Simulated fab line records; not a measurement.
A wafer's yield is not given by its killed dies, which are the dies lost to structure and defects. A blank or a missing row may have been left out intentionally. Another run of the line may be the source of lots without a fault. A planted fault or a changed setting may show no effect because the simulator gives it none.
fab line records    flow sky130
record: lots: 11  wafers: 33  lastDay: 50
route steps=708 shown METAL5@662 PAD_OPEN@708
lots untouched by any fault: they come from a run of this same line in which no faults occurred
startH: the number of hours between the record's first day and the start of the first shown wafer of the lot    waitH: time in hours since the lot's previous step    " the same as in the row above    L1.1+2: a row that stands for several wafers    - value missing, or start not given    * or withheld: withheld    < > ~ a bound
route shown NAME@n: NAME is a module with steps in the file, n the number in the route of the first one    usual: average and standard deviation across the fault-free wafers    same: alike in all rows    chamber/n: place in a boat    sites: per-site readings    _std_site: the values' standard deviation    _edge_site: mean of outer sites minus mean of inner sites    radiusMm: for every site, how far away it sits from the centre of the wafer    mask NAME#n: copy n    behind: the most recent tool/chamber to have shaped the wafer    hold: cause of the lot's hold/its duration in hours/its outcome    device: the n, p or np transistor that did not switch    end of line: the tests these same wafers got at the end of their route    step lacking rows: just its recipe    killed: not the wafer's yield, but the dies lost to structure and defects at the first sort    map: shows each die of a wafer: x if killed, . if not, _ if none is there
set.NAME: the setting that was run; set.NAME@STEP: the one run at that earlier step    model.NAME: the simulator's own value behind a step, which no gauge read
steps of the route over a sample of lots; a table a step, a row a wafer
services: from which hour (startH, from the record's first day; less than 0 if before it) a tool's chamber was out of use, for how many hours, and why
== steps ==
step: SKY_METAL5_SPUTTER_01
recipe: material: TiN  targetThkNm: 20  powerW: 6500  timeS: 16.7  chamberPressurePa: 0.4
usual: cathodeDcPowerW: 6500.1/1  chamberPressurePa: 0.4000/0.00082  throttleValvePct: 29.7/1.3
lot.wafer  tool           chamber  startH   waitH  cathodeDcPowerW  chamberPressurePa  throttleValvePct
L440.1     pvdSputter-04  -        1002.99  0.0    6500.5           0.3997             27.5
L440.2     "              -        "        "      6501.9           0.4015             29.2
L440.6     "              -        "        "      6500.8           0.3999             28.7
L441.2     pvdSputter-04  -        1014.92  0.0    6500.1           0.4019             28.5
L441.3     "              -        "        "      6499.2           0.4003             27.6
L441.4     "              -        "        "      6499.3           0.3991             29.2
L444.3     pvdSputter-03  -        1036.93  0.0    6500.2           0.4005             29.7
L444.5     "              -        "        "      6502.3           0.3999             29.3
L444.6     "              -        "        "      6500.7           0.3993             31.2
L445.1     pvdSputter-01  -        1044.88  0.0    6501.2           0.4002             30.1
L445.4     "              -        "        "      6498.5           0.4005             29.6
L445.6     "              -        "        "      6498.9           0.4008             29.6
L447.1     pvdSputter-03  -        1058.56  0.0    6497.8           0.4006             32.4
L447.2     "              -        "        "      6502.8           0.3991             29.6
L447.3     "              -        "        "      6499.3           0.4005             31.3
L450.1     pvdSputter-03  -        1076.45  0.0    6501.3           0.4010             29.5
L450.3     "              -        "        "      6500.3           0.3997             31.5
L450.4     "              -        "        "      6499.7           0.3990             29.8
L451.2     pvdSputter-01  -        1083.81  0.0    6500.7           0.3989             28.9
L451.3     "              -        "        "      6499.4           0.3997             30.3
L451.4     "              -        "        "      6499.5           0.3998             28.6
L456.2     pvdSputter-03  -        1111.82  0.0    6500.3           0.4001             31.4
L456.5     "              -        "        "      6499.1           0.3998             31.0
L456.6     "              -        "        "      6500.6           0.4007             32.3
L460.3     pvdSputter-01  -        1131.65  0.0    -                -                  -
L460.5     "              -        "        "      -                -                  -
L460.6     "              -        "        "      -                -                  -
L461.1     pvdSputter-04  -        1137.98  0.0    -                -                  -
L461.2     "              -        "        "      -                -                  -
L461.6     "              -        "        "      -                -                  -
L463.2     pvdSputter-04  -        1150.30  0.0    6500.4           0.3993             27.6
L463.3     "              -        "        "      6498.5           0.3989             30.0
L463.5     "              -        "        "      6499.2           0.3993             30.2
step: SKY_METAL5_DESCUM_14
recipe: chemistry: O2  sourcePowerW: 150  biasPowerW: 0  pressureMtorr: 10  tempC: 40  timeS: 11
usual: drypumpMotorCurrentA: 5.9/0.37  oesProductAu: 0.996/0.0084
lot.wafer  tool         chamber  startH   waitH  drypumpMotorCurrentA  oesProductAu  rfHoursCounterH
L440.1     rieMetal-03  0        1026.38  0.1    6.4                   0.995         16
L440.2     "            1        "        "      6.2                   0.983         5
L440.6     "            1        "        "      6.2                   0.988         -
L441.2     rieMetal-04  0        1037.54  0.1    6.1                   0.984         6
L441.3     "            0        "        "      6.1                   0.981         -
L441.4     "            1        "        "      5.5                   0.981         -
L444.3     rieMetal-04  1        1058.47  0.1    5.5                   0.993         -
L444.5     "            0        "        "      6.2                   0.990         -
L444.6     "            1        "        "      5.5                   1.005         -
L445.1     rieMetal-01  1        1065.99  0.1    6.0                   1.002         11
L445.4     "            1        "        "      6.0                   0.990         -
L445.6     "            1        "        "      6.0                   0.982         -
L447.1     rieMetal-01  1        1079.16  0.1    6.1                   0.992         12
L447.2     "            0        "        "      5.3                   0.993         19
L447.3     "            1        "        "      6.1                   0.990         -
L450.1     rieMetal-03  1        1097.41  0.1    6.2                   0.981         8
L450.3     "            0        "        "      6.4                   0.990         -
L450.4     "            1        "        "      6.2                   0.980         -
L451.2     rieMetal-04  0        1103.98  0.1    6.2                   0.999         11
L451.3     "            0        "        "      6.2                   1.001         -
L451.4     "            1        "        "      5.5                   1.006         -
L456.2     rieMetal-04  1        1131.36  0.1    5.5                   1.000         17
L456.5     "            0        "        "      6.1                   0.988         -
L456.6     "            1        "        "      5.5                   0.992         -
L460.3     rieMetal-03  1        1150.53  0.1    6.2                   0.990         -
L460.5     "            1        "        "      6.2                   0.990         -
L460.6     "            0        "        "      6.4                   1.007         -
L461.1     rieMetal-03  1        1156.68  0.1    6.1                   0.988         12
L461.2     "            0        "        "      6.4                   1.013         23
L461.6     "            1        "        "      6.2                   0.997         -
L463.2     rieMetal-04  1        1168.21  0.1    5.5                   0.994         21
L463.3     "            0        "        "      6.1                   0.998         -
L463.5     "            1        "        "      5.5                   0.996         -
step: SKY_METAL5_METAL_ETCH_15
recipe: targetDepthA: 12600  stopOn: SiO2  overEtchFrac: 0.2  timeS: 252  chemistry: Cl2/BCl3  resistSidewallDeg: 86  pressureMtorr: 10  icpW: 900  biasW: 48.5  Cl2_flow_sccm: 60  bcl3FlowSccm: 30
usual: drypumpMotorCurrentA: 5.9/0.37  oesProductAu: 0.894/0.0053  throttleValvePct: 22.265/0.0086
lot.wafer  tool         chamber  startH   waitH  drypumpMotorCurrentA  oesProductAu  rfHoursCounterH  throttleValvePct
L440.1     rieMetal-03  0        1026.42  0.0    6.4                   0.902         16               22.255
L440.2     "            1        "        "      6.2                   0.898         5                22.267
L440.6     "            1        "        "      6.2                   0.892         -                22.256
L441.2     rieMetal-04  0        1037.58  0.0    6.2                   0.895         6                22.256
L441.3     "            0        "        "      6.1                   0.897         -                22.245
L441.4     "            1        "        "      5.5                   0.885         -                22.262
L444.3     rieMetal-04  1        1058.57  0.1    5.5                   0.894         -                22.260
L444.5     "            0        "        "      6.2                   0.895         -                22.253
L444.6     "            1        "        "      5.5                   0.883         -                22.267
L445.1     rieMetal-01  1        1066.06  0.1    6.0                   0.887         11               22.249
L445.4     "            1        "        "      6.0                   0.888         -                22.269
L445.6     "            1        "        "      6.0                   0.894         -                22.262
L447.1     rieMetal-01  1        1079.20  0.0    6.0                   0.896         12               22.266
L447.2     "            0        "        "      5.3                   0.888         19               22.262
L447.3     "            1        "        "      6.0                   0.898         -                22.269
L450.1     rieMetal-03  1        1097.45  0.0    6.1                   0.899         8                22.271
L450.3     "            0        "        "      6.4                   0.894         -                22.263
L450.4     "            1        "        "      6.1                   0.902         -                22.256
L451.2     rieMetal-04  0        1104.02  0.0    6.2                   0.887         11               22.270
L451.3     "            0        "        "      6.1                   0.897         -                22.261
L451.4     "            1        "        "      5.5                   0.899         -                22.265
L456.2     rieMetal-04  1        1131.40  0.0    5.5                   0.895         17               22.260
L456.5     "            0        "        "      6.1                   0.890         -                22.267
L456.6     "            1        "        "      5.5                   0.893         -                22.266
L460.3     rieMetal-03  1        1150.63  0.1    6.2                   0.901         -                22.268
L460.5     "            1        "        "      6.2                   0.900         -                22.262
L460.6     "            0        "        "      6.4                   0.896         -                22.261
L461.1     rieMetal-03  1        1156.72  0.0    6.2                   0.887         12               22.270
L461.2     "            0        "        "      6.4                   0.893         23               22.246
L461.6     "            1        "        "      6.1                   0.892         -                22.260
L463.2     rieMetal-04  1        1168.25  0.0    5.5                   0.894         21               22.271
L463.3     "            0        "        "      6.1                   0.894         -                22.262
L463.5     "            1        "        "      5.5                   0.890         -                22.264
step: SKY_METAL5_STRIP_16
recipe: chemistry: O2/N2  powerW: 1400  pressureMtorr: 1500  platenTempC: withheld  o2FlowSccm: 3000  n2FlowSccm: 300  overashFraction: 0.5
usual: drypumpMotorCurrentA: 6.1/0.7  oesProductAu: 0.710/0.0042  stripTimeToEndpointS: 13.11/0.13
lot.wafer  tool            chamber  startH   waitH  drypumpMotorCurrentA  oesProductAu  rfHoursCounterH  stripTimeToEndpointS
L440.1     plasmaAsher-03  1        1026.65  0.2    6.7                   0.716         31               12.76
L440.2     "               0        "        "      6.5                   0.700         31               13.12
L440.6     "               0        "        "      6.5                   0.709         -                13.19
L441.2     plasmaAsher-01  0        1037.81  0.2    5.9                   0.706         68               13.10
L441.3     "               0        "        "      5.9                   0.707         -                13.19
L441.4     "               1        "        "      6.6                   0.715         -                13.08
L444.3     plasmaAsher-03  1        1058.76  0.1    6.7                   0.709         -                12.96
L444.5     "               0        "        "      6.5                   0.702         -                13.13
L444.6     "               1        "        "      6.7                   0.708         -                12.93
L445.1     plasmaAsher-01  0        1066.53  0.4    5.9                   0.709         71               13.11
L445.4     "               0        "        "      5.9                   0.709         -                13.10
L445.6     "               1        "        "      6.6                   0.715         -                12.96
L447.1     plasmaAsher-03  1        1079.43  0.2    6.7                   0.711         37               13.12
L447.2     "               0        "        "      6.5                   0.708         37               13.16
L447.3     "               0        "        "      6.5                   0.714         -                13.14
L450.1     plasmaAsher-04  0        1097.68  0.2    6.3                   0.709         87               13.32
L450.3     "               0        "        "      6.4                   0.708         -                13.06
L450.4     "               1        "        "      4.7                   0.715         -                13.43
L451.2     plasmaAsher-01  0        1104.25  0.2    5.9                   0.714         75               13.16
L451.3     "               1        "        "      6.7                   0.716         -                13.21
L451.4     "               0        "        "      5.9                   0.709         -                13.06
L456.2     plasmaAsher-03  1        1131.63  0.2    6.7                   0.709         43               13.05
L456.5     "               0        "        "      6.5                   0.709         -                13.19
L456.6     "               1        "        "      6.7                   0.706         -                13.05
L460.3     plasmaAsher-03  0        1150.82  0.1    6.5                   0.719         -                13.29
L460.5     "               1        "        "      6.7                   0.706         -                13.28
L460.6     "               0        "        "      6.5                   0.710         -                12.91
L461.1     plasmaAsher-04  0        1156.95  0.2    6.3                   0.712         93               13.17
L461.2     "               1        "        "      4.7                   0.708         93               12.82
L461.6     "               1        "        "      4.8                   0.710         -                13.17
L463.2     plasmaAsher-04  0        1168.48  0.2    6.3                   0.714         94               13.15
L463.3     "               1        "        "      4.7                   0.705         -                13.12
L463.5     "               1        "        "      4.7                   0.705         -                13.02
step: SKY_PAD_OPEN_PROBE_99
usual: defectLimitedYield: 82.9/2.2  killed_at_M0_to_M3: 42/7  killed_at_M4_up: 2.8/1.8  killedAtContacts: 24/5.8  killedAtFrontEnd: 15/4.8  killedAtOther: 0.3/0.56  killedDies: 84/11  killedOpen: 46/7.8  killedShort: 38/6.3  sort_bin_3_pad_short: 0.8/0.43  sort_bin_5_function: 10.2/1.6  sort_bin_6_memory: 6.0/1.1  sortNPass: 408/11  sortYieldPct: 82.9/2.2
same: grossDies: 492  killedAtBackSide: 0  sort_bin_4_leakage[%]: 0  sort_bin_8_speed[%]: 0
lot.wafer  tool       chamber  startH   waitH  defectLimitedYield[%]  killed_at_M0_to_M3  killed_at_M4_up  killedAtContacts  killedAtFrontEnd  killedAtOther  killedDies  killedOpen  killedShort  sort_bin_3_pad_short[%]  sort_bin_5_function[%]  sort_bin_6_memory[%]  sortNPass  sortYieldPct[%]
L440.1     prober-01  -        1074.35  0.1    79.3                   48                  5                23                26                0              102         56          46           1.2                      12.0                    7.5                   390        79.3
L440.2     prober-01  -        1074.40  0.1    85.0                   39                  2                18                15                0              74          39          34           0.8                      9.6                     4.7                   418        85.0
L440.6     prober-01  -        1074.60  0.2    86.8                   36                  3                15                11                0              65          38          27           0.4                      7.7                     5.1                   427        86.8
L441.2     prober-02  -        1084.19  0.1    82.3                   38                  4                32                13                0              87          54          32           0.4                      9.8                     7.5                   405        82.3
L441.3     prober-02  -        1084.24  0.2    83.9                   39                  4                21                14                1              79          41          37           0.4                      10.8                    4.9                   413        83.9
L441.4     prober-02  -        1084.29  0.2    84.6                   31                  7                23                14                1              76          36          39           0.6                      9.1                     5.7                   416        84.6
L444.3     prober-01  -        1103.40  0.2    81.9                   42                  2                17                28                0              89          48          41           2.2                      8.7                     7.1                   403        81.9
L444.5     prober-01  -        1103.50  0.2    82.3                   35                  4                27                19                2              87          48          38           1.2                      11.4                    5.1                   405        82.3
L444.6     prober-01  -        1103.55  0.2    83.3                   36                  4                21                20                1              82          39          42           0.8                      8.9                     6.9                   410        83.3
L445.1     prober-02  -        1110.56  0.1    80.9                   51                  4                22                17                0              94          46          47           1.0                      12.8                    5.3                   398        80.9
L445.4     prober-02  -        1110.71  0.2    82.1                   35                  0                22                31                0              88          46          39           0.6                      11.0                    6.3                   404        82.1
L445.6     prober-02  -        1110.81  0.2    79.7                   59                  1                23                16                1              100         57          42           0.4                      13.4                    6.5                   392        79.7
L447.1     prober-02  -        1122.90  0.1    80.9                   56                  1                22                15                0              94          57          37           1.0                      12.0                    6.1                   398        80.9
L447.2     prober-02  -        1122.95  0.1    83.5                   34                  4                25                18                0              81          53          28           0.6                      11.0                    4.9                   411        83.5
L447.3     prober-02  -        1123.00  0.2    83.5                   35                  2                32                12                0              81          42          39           0.6                      10.0                    5.9                   411        83.5
L450.1     prober-01  -        1140.01  0.1    82.7                   43                  4                23                15                0              85          43          42           1.4                      10.4                    5.5                   407        82.7
L450.3     prober-01  -        1140.11  0.2    80.9                   43                  6                33                12                0              94          51          43           0.2                      11.0                    7.9                   398        80.9
L450.4     prober-01  -        1140.16  0.2    82.1                   35                  1                27                25                0              88          50          38           0.6                      10.8                    6.5                   404        82.1
L451.2     prober-02  -        1145.59  0.1    80.5                   57                  0                23                15                1              96          50          46           2.0                      12.2                    5.3                   396        80.5
L451.3     prober-02  -        1145.64  0.2    81.9                   44                  2                26                17                0              89          40          48           0.6                      11.8                    5.7                   403        81.9
L451.4     prober-02  -        1145.69  0.2    83.7                   37                  4                28                11                0              80          51          29           0.4                      11.0                    4.9                   412        83.7
L456.2     prober-01  -        1170.64  0.1    80.7                   47                  4                30                14                0              95          47          47           1.8                      12.4                    5.1                   397        80.7
L456.5     prober-01  -        1170.79  0.2    83.5                   39                  2                24                16                0              81          41          40           0.8                      9.8                     5.9                   411        83.5
L456.6     prober-01  -        1170.84  0.2    86.2                   40                  2                16                10                0              68          38          29           0.6                      7.5                     5.7                   424        86.2
L460.3     prober-01  -        1187.31  0.2    87.2                   30                  2                20                11                0              63          36          27           0.6                      7.5                     4.7                   429        87.2
L460.5     prober-01  -        1187.41  0.2    84.3                   34                  2                28                13                0              77          41          36           0.8                      8.3                     6.5                   415        84.3
L460.6     prober-01  -        1187.46  0.2    85.4                   31                  2                26                13                0              72          42          30           0.2                      8.5                     5.9                   420        85.4
L461.1     prober-02  -        1192.16  0.1    81.3                   41                  5                32                14                0              92          43          49           1.0                      10.8                    6.9                   400        81.3
L461.2     prober-02  -        1192.21  0.1    80.5                   39                  4                31                22                0              96          61          34           0.4                      12.2                    6.9                   396        80.5
L461.6     prober-02  -        1192.41  0.2    79.9                   41                  8                31                19                0              99          45          54           1.0                      12.0                    7.1                   393        79.9
L463.2     prober-02  -        1203.45  0.1    82.3                   42                  3                25                17                0              87          54          33           1.2                      10.2                    6.3                   405        82.3
L463.3     prober-02  -        1203.50  0.2    82.9                   42                  1                30                11                0              84          43          41           1.2                      9.3                     6.5                   408        82.9
L463.5     prober-02  -        1203.60  0.2    82.7                   43                  8                24                10                0              85          46          39           0.6                      10.2                    6.5                   407        82.7
killed by level:class
L440.1 VIA1:geometricParticle:open=14 FIELD_ISO:geometricParticle:open=12 VIA3:geometricParticle:open=7 CONTACT:geometricParticle:short=6 CONTACT:geometricParticle:open=6 FIELD_ISO:geometricParticle:short=5 VIA3:geometricParticle:short=4 LI_CONTACT:geometricParticle:short=4
L440.2 VIA1:geometricParticle:open=12 METAL2:geometricParticle:short=7 VIA3:geometricParticle:open=7 LI_CONTACT:geometricParticle:open=6 FIELD_ISO:geometricParticle:short=4 METAL1:geometricParticle:short=4 FIELD_ISO:geometricParticle:open=3 LOCAL_INTERCONNECT:geometricParticle:short=3
L440.6 VIA1:geometricParticle:open=8 CONTACT:geometricParticle:open=7 VIA3:geometricParticle:open=7 METAL1:geometricParticle:short=5 VIA2:geometricParticle:open=5 FIELD_ISO:geometricParticle:open=4 LI_CONTACT:geometricParticle:open=4 METAL2:geometricParticle:short=4
L441.2 CONTACT:geometricParticle:open=17 VIA1:geometricParticle:open=7 LI_CONTACT:geometricParticle:open=6 LOCAL_INTERCONNECT:geometricParticle:short=6 VIA2:geometricParticle:open=6 METAL1:geometricParticle:short=5 VIA3:geometricParticle:open=5 POLY_GATE:geometricParticle:open=4
L441.3 VIA1:geometricParticle:open=11 CONTACT:geometricParticle:open=9 POLY_GATE:geometricParticle:open=5 LOCAL_INTERCONNECT:geometricParticle:short=5 METAL2:geometricParticle:short=5 METAL1:geometricParticle:short=4 VIA2:geometricParticle:open=4 FIELD_ISO:geometricParticle:short=3
L441.4 LI_CONTACT:geometricParticle:open=7 CONTACT:geometricParticle:open=6 VIA2:geometricParticle:open=6 METAL4:geometricParticle:short=6 CONTACT:geometricParticle:short=5 METAL1:geometricParticle:short=5 METAL2:geometricParticle:short=4 VIA3:geometricParticle:open=4
L444.3 VIA1:geometricParticle:open=12 POLY_GATE:geometricParticle:open=8 METAL2:geometricParticle:short=8 METAL1:geometricParticle:short=8 FIELD_ISO:geometricParticle:open=6 CONTACT:geometricParticle:open=6 FIELD_ISO:geometricParticle:short=5 POLY_GATE:geometricParticle:short=5
L444.5 LI_CONTACT:geometricParticle:open=9 VIA1:geometricParticle:open=9 METAL1:geometricParticle:short=7 CONTACT:geometricParticle:open=7 VIA2:geometricParticle:open=7 FIELD_ISO:geometricParticle:open=6 FIELD_ISO:geometricParticle:short=5 LI_CONTACT:geometricParticle:short=5
L444.6 VIA1:geometricParticle:open=9 POLY_GATE:geometricParticle:short=8 VIA2:geometricParticle:open=6 VIA3:geometricParticle:open=6 LI_CONTACT:geometricParticle:open=5 CONTACT:geometricParticle:open=5 POLY_GATE:geometricParticle:open=4 LI_CONTACT:geometricParticle:short=4
L445.1 LI_CONTACT:geometricParticle:open=11 VIA2:geometricParticle:open=10 METAL2:geometricParticle:short=9 METAL1:geometricParticle:short=9 VIA3:geometricParticle:open=6 VIA1:geometricParticle:open=6 CONTACT:geometricParticle:open=4 LOCAL_INTERCONNECT:geometricParticle:short=4
L445.4 FIELD_ISO:geometricParticle:short=11 LI_CONTACT:geometricParticle:open=9 CONTACT:geometricParticle:open=9 FIELD_ISO:geometricParticle:open=8 VIA1:geometricParticle:open=5 POLY_GATE:geometricParticle:short=5 VIA2:geometricParticle:open=5 METAL1:geometricParticle:short=4
L445.6 VIA1:geometricParticle:open=14 VIA3:geometricParticle:open=12 VIA2:geometricParticle:open=8 CONTACT:geometricParticle:open=7 METAL1:geometricParticle:short=6 VIA3:geometricParticle:short=6 LI_CONTACT:geometricParticle:open=6 FIELD_ISO:geometricParticle:short=4
L447.1 VIA1:geometricParticle:open=17 VIA2:geometricParticle:open=9 CONTACT:geometricParticle:open=7 LI_CONTACT:geometricParticle:open=6 METAL1:geometricParticle:short=6 VIA3:geometricParticle:open=6 CONTACT:geometricParticle:short=5 METAL3:geometricParticle:short=5
L447.2 VIA1:geometricParticle:open=11 VIA2:geometricParticle:open=10 CONTACT:geometricParticle:open=9 LI_CONTACT:geometricParticle:open=8 CONTACT:geometricParticle:short=6 FIELD_ISO:geometricParticle:open=5 FIELD_ISO:geometricParticle:short=3 SONOS_ONO:geometricParticle:short=3
L447.3 CONTACT:geometricParticle:open=12 VIA1:geometricParticle:open=9 VIA2:geometricParticle:open=8 LI_CONTACT:geometricParticle:short=6 VIA1:geometricParticle:short=6 LI_CONTACT:geometricParticle:open=5 LOCAL_INTERCONNECT:geometricParticle:short=5 POLY_GATE:geometricParticle:open=3
L450.1 VIA1:geometricParticle:open=10 LI_CONTACT:geometricParticle:open=6 VIA1:geometricParticle:short=6 LOCAL_INTERCONNECT:geometricParticle:short=6 POLY_GATE:geometricParticle:short=5 CONTACT:geometricParticle:open=5 VIA3:geometricParticle:open=5 FIELD_ISO:geometricParticle:short=4
L450.3 CONTACT:geometricParticle:open=11 VIA3:geometricParticle:open=10 LI_CONTACT:geometricParticle:open=8 VIA1:geometricParticle:open=8 VIA3:geometricParticle:short=7 LI_CONTACT:geometricParticle:short=6 FIELD_ISO:geometricParticle:open=5 METAL1:geometricParticle:short=5
L450.4 CONTACT:geometricParticle:open=18 POLY_GATE:geometricParticle:short=7 VIA1:geometricParticle:open=6 METAL1:geometricParticle:short=6 POLY_GATE:geometricParticle:open=5 METAL2:geometricParticle:short=5 FIELD_ISO:geometricParticle:open=4 VIA2:geometricParticle:open=4
L451.2 CONTACT:geometricParticle:open=11 VIA1:geometricParticle:open=9 METAL2:geometricParticle:short=9 METAL1:geometricParticle:short=8 VIA1:geometricParticle:short=7 FIELD_ISO:geometricParticle:short=6 VIA2:geometricParticle:open=6 LI_CONTACT:geometricParticle:open=5
L451.3 VIA1:geometricParticle:open=9 CONTACT:geometricParticle:short=8 CONTACT:geometricParticle:open=7 VIA3:geometricParticle:open=6 LI_CONTACT:geometricParticle:open=5 VIA1:geometricParticle:short=5 METAL2:geometricParticle:short=5 VIA2:geometricParticle:open=5
L451.4 CONTACT:geometricParticle:open=13 VIA1:geometricParticle:open=11 LI_CONTACT:geometricParticle:open=7 VIA2:geometricParticle:open=7 VIA3:geometricParticle:open=5 POLY_GATE:geometricParticle:open=4 VIA2:geometricParticle:short=4 FIELD_ISO:geometricParticle:short=3
L456.2 VIA1:geometricParticle:open=14 LOCAL_INTERCONNECT:geometricParticle:short=10 CONTACT:geometricParticle:open=9 VIA2:geometricParticle:short=6 LI_CONTACT:geometricParticle:open=6 VIA3:geometricParticle:open=6 METAL2:geometricParticle:short=5 FIELD_ISO:geometricParticle:short=3
L456.5 CONTACT:geometricParticle:open=8 VIA1:geometricParticle:open=8 LOCAL_INTERCONNECT:geometricParticle:short=6 VIA2:geometricParticle:open=6 POLY_GATE:geometricParticle:open=5 POLY_GATE:geometricParticle:short=5 METAL1:geometricParticle:short=5 VIA3:geometricParticle:open=5
L456.6 VIA1:geometricParticle:open=11 CONTACT:geometricParticle:short=7 LI_CONTACT:geometricParticle:open=5 VIA1:geometricParticle:short=5 VIA3:geometricParticle:open=5 VIA3:geometricParticle:short=4 METAL2:geometricParticle:short=4 SPACER:geometricParticle:open=3
L460.3 CONTACT:geometricParticle:open=10 VIA3:geometricParticle:open=5 LOCAL_INTERCONNECT:geometricParticle:short=5 VIA1:geometricParticle:open=5 METAL2:geometricParticle:short=4 VIA2:geometricParticle:short=4 FIELD_ISO:geometricParticle:short=3 FIELD_ISO:geometricParticle:open=3
L460.5 CONTACT:geometricParticle:open=9 LOCAL_INTERCONNECT:geometricParticle:short=7 METAL2:geometricParticle:short=7 VIA3:geometricParticle:open=6 POLY_GATE:geometricParticle:open=5 VIA1:geometricParticle:open=5 LI_CONTACT:geometricParticle:open=5 POLY_GATE:geometricParticle:short=3
L460.6 LI_CONTACT:geometricParticle:open=8 VIA1:geometricParticle:open=8 CONTACT:geometricParticle:open=8 CONTACT:geometricParticle:short=7 METAL1:geometricParticle:short=5 VIA3:geometricParticle:open=5 VIA2:geometricParticle:open=4 VIA3:geometricParticle:short=4
L461.1 LI_CONTACT:geometricParticle:open=7 CONTACT:geometricParticle:open=7 CONTACT:geometricParticle:short=7 VIA1:geometricParticle:open=7 LOCAL_INTERCONNECT:geometricParticle:short=6 VIA3:geometricParticle:open=6 FIELD_ISO:geometricParticle:open=5 LI_CONTACT:geometricParticle:short=5
L461.2 CONTACT:geometricParticle:open=15 VIA1:geometricParticle:open=10 VIA2:geometricParticle:open=10 LI_CONTACT:geometricParticle:open=7 POLY_GATE:geometricParticle:open=5 LOCAL_INTERCONNECT:geometricParticle:short=4 CONTACT:geometricParticle:short=4 VIA1:geometricParticle:short=4
L461.6 METAL2:geometricParticle:short=8 VIA3:geometricParticle:open=8 CONTACT:geometricParticle:short=7 LI_CONTACT:geometricParticle:open=7 CONTACT:geometricParticle:open=7 FIELD_ISO:geometricParticle:open=6 METAL3:geometricParticle:short=6 POLY_GATE:geometricParticle:open=5
L463.2 LI_CONTACT:geometricParticle:open=10 VIA1:geometricParticle:open=8 FIELD_ISO:geometricParticle:open=7 VIA1:geometricParticle:short=7 VIA2:geometricParticle:open=7 CONTACT:geometricParticle:short=5 CONTACT:geometricParticle:open=5 METAL2:geometricParticle:open=4
L463.3 LI_CONTACT:geometricParticle:open=10 VIA1:geometricParticle:open=8 CONTACT:geometricParticle:open=7 METAL1:geometricParticle:short=7 FIELD_ISO:geometricParticle:open=5 METAL2:geometricParticle:short=5 LOCAL_INTERCONNECT:geometricParticle:short=4 CONTACT:geometricParticle:short=4
L463.5 VIA1:geometricParticle:open=11 CONTACT:geometricParticle:open=8 METAL2:geometricParticle:short=8 VIA2:geometricParticle:open=8 LI_CONTACT:geometricParticle:open=6 VIA1:geometricParticle:short=5 CONTACT:geometricParticle:short=4 METAL4:geometricParticle:short=4
== services ==
tool            chamber  startH   hours  kind
rieMetal-03     -        1002.87  0.5    repair
pvdSputter-01   -        1004.35  3.2    repair
rieMetal-03     -        1037.16  14.6   pm
pvdSputter-01   -        1056.52  1.0    repair
rieMetal-01     0        1064.66  3.6    repair
rieMetal-03     -        1070.57  1.8    repair
pvdSputter-04   -        1080.14  4.7    repair
plasmaAsher-03  -        1088.90  2.8    pm
pvdSputter-01   -        1113.48  8.6    repair
pvdSputter-01   -        1121.97  3.1    repair
plasmaAsher-01  -        1150.22  2.8    pm
== key ==
firstSign: step: SKY_METAL5_SPUTTER_01  reading: toolRecord  direction: missing
effect none on later readings
metAt SKY_METAL5_SPUTTER_01
struckLots L460,L461
notActingAt SKY_METAL5_DESCUM_14,SKY_METAL5_METAL_ETCH_15,SKY_METAL5_STRIP_16
onsetBetween 1083.81 1131.65
fault: kind: skippedStepWhole  tool: pvdSputter-01,pvdSputter-04  chamber: -  onsetH: 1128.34  steps: SKY_METAL5_SPUTTER_01  scope: struckLotsOnly
